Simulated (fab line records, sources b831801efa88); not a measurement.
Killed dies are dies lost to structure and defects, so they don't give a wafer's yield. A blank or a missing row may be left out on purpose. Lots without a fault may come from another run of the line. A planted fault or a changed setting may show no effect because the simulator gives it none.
Chamber matching | flow gf180mcu | GF_V5_CMP_04 on cmp-02: 4 sister chambers
The step polishes SiO2. 14 wafers are shown with their chamber, then 7 later ones without.

WAFERS WITH THEIR CHAMBER
wafer  | chamber | motor_current_A (A)
L707.2 | 1       | 10.5
L707.5 | 1       | 11.0
L707.6 | 0       | 10.9
L710.1 | 0       | 11.4
L710.2 | 3       | 10.7
L710.6 | 1       | 11.1
L711.1 | 0       | 11.4
L711.3 | 3       | 11.3
L711.5 | 2       | 12.2
L712.2 | 1       | 10.3
L712.3 | 3       | 11.1
L712.5 | 1       | 11.2
L713.1 | 2       | 12.2
L713.2 | 0       | 10.7

SIGNATURES (means of the wafers above)
reading         | chamber 0 | chamber 1 | chamber 2 | chamber 3 | scatter within a chamber
motor_current_A | 11.100    | 10.820    | 12.200    | 11.033    | 0.346
Rule: a wafer's distance from a chamber is the root of the sum, over the readings, of the square of ((its reading less the chamber's mean) divided by the reading's scatter). The wafer belongs to the nearest chamber; if the next one is less than 2 further off, it can't be placed. The scatter: the root of (the sum of the squares of (reading less its chamber's mean) over the shown wafers, divided by (wafers less chambers)).

WAFERS WITHOUT THEIR CHAMBER
wafer  | motor_current_A (A)
L713.5 | 11.4
L714.2 | 11.0
L714.3 | 11.6
L714.4 | 11.0
L721.3 | 10.9
L721.5 | 10.9
L721.6 | 12.3

WHICH CHAMBER EACH WENT THROUGH
wafer  | from the rows above               | in truth
L713.5 | can't be placed: 0 or 3 or 1 or 2 | 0
L714.2 | can't be placed: 3 or 0 or 1      | 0
L714.3 | can't be placed: 0 or 3 or 2 or 1 | 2
L714.4 | can't be placed: 3 or 0 or 1      | 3
L721.3 | can't be placed: 1 or 3 or 0      | 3
L721.5 | can't be placed: 1 or 3 or 0      | 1
L721.6 | 2                                 | 2
Placed correctly: 1 of 7. Can't be placed from these rows: 6 (the true chamber is among the candidates in 6). Placed wrongly: 0.
